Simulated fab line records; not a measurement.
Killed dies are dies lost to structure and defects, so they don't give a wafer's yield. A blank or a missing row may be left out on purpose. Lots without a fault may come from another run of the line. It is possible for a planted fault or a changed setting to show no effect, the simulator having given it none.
2 desks looking at one fault    flow sky130    what lay behind the numbers comes last; until then each desk has only its own

== FROM THE METROLOGY DESK ==
What the gauges read for every lot (on any tool): the sampled wafers with a number, averaged. The brackets show how far a lot's mean lies from the usual mean; more than 4 standard deviations puts the lot out of limits, marked OUT.
Columns: A = cdNm at SKY_VT_ADJUST_HVTP_CD_MEAS_07, usual 379.4 nm; B = VT_ADJUST_HVTP_TW at SKY_VT_ADJUST_HVTP_TW_MEAS_11, usual 1361; C = cdNm at SKY_VT_ADJUST_HVTR_CD_MEAS_07, usual 380.0 nm; D = SONOS_TUNNEL_OVL at SKY_SONOS_TUNNEL_OVL_MEAS_08, usual -1.1 nm
lot   first seen here  A      B     C      D
L533  day 6 03:12      380.4  1368  380.1  -1.0
L534  day 6 07:39      382.3  1365  376.4  -2.7
L535  day 6 12:17      377.3  1364  382.9  -2.7
L536  day 6 21:12      377.5  1366  382.2  -0.9
L537  day 7 02:07      377.2  1359  377.8  -1.4
L538  day 7 04:56      376.9  1362  382.0  -1.6
L539  day 7 14:28      379.4  1344  377.2  0.2
L540  day 7 22:09      382.4  1361  378.7  -1.3
L541  day 8 01:50      381.4  1345  376.9  -2.5
L542  day 8 06:10      378.6  1348  380.4  -0.2
L547  day 9 20:42      376.9  1365  376.9  -1.0
L549  day 10 18:00     375.6  1364  375.7  -0.6
L550  day 11 04:30     379.5  1369  375.5  -2.1
Finding of this desk: none of the 13 lots has anything out of limits.

== DESK OF THE TOOL OWNER: ilineStepper-02 ==
The tool's own readings at SKY_VT_ADJUST_HVTR_EXPOSE_04 (exposes mask HVTRM, target cd 380 nm): means of the sampled wafers that have a number, for each lot that ran on this tool. The brackets show how far a lot's mean lies from the usual mean; more than 4 standard deviations puts the lot out of limits, marked OUT.
Columns: A = stageVelMmS at SKY_VT_ADJUST_HVTR_EXPOSE_04, usual 499.97 mm/s
lot   first seen here  A
L536  day 9 22:44      500.03
L538  day 10 07:55     500.37
L539  day 10 18:41     499.97
L542  day 11 12:08     500.13
L549  day 14 01:23     500.20
L550  day 14 15:26     499.95
Finding of this desk: none of the 6 lots has anything out of limits.

== ALL TOGETHER ==
The metrology desk saw nothing out of limits.
The desk of the tool owner found nothing out of limits.

== WHAT THE SIMULATOR PUT IN ==
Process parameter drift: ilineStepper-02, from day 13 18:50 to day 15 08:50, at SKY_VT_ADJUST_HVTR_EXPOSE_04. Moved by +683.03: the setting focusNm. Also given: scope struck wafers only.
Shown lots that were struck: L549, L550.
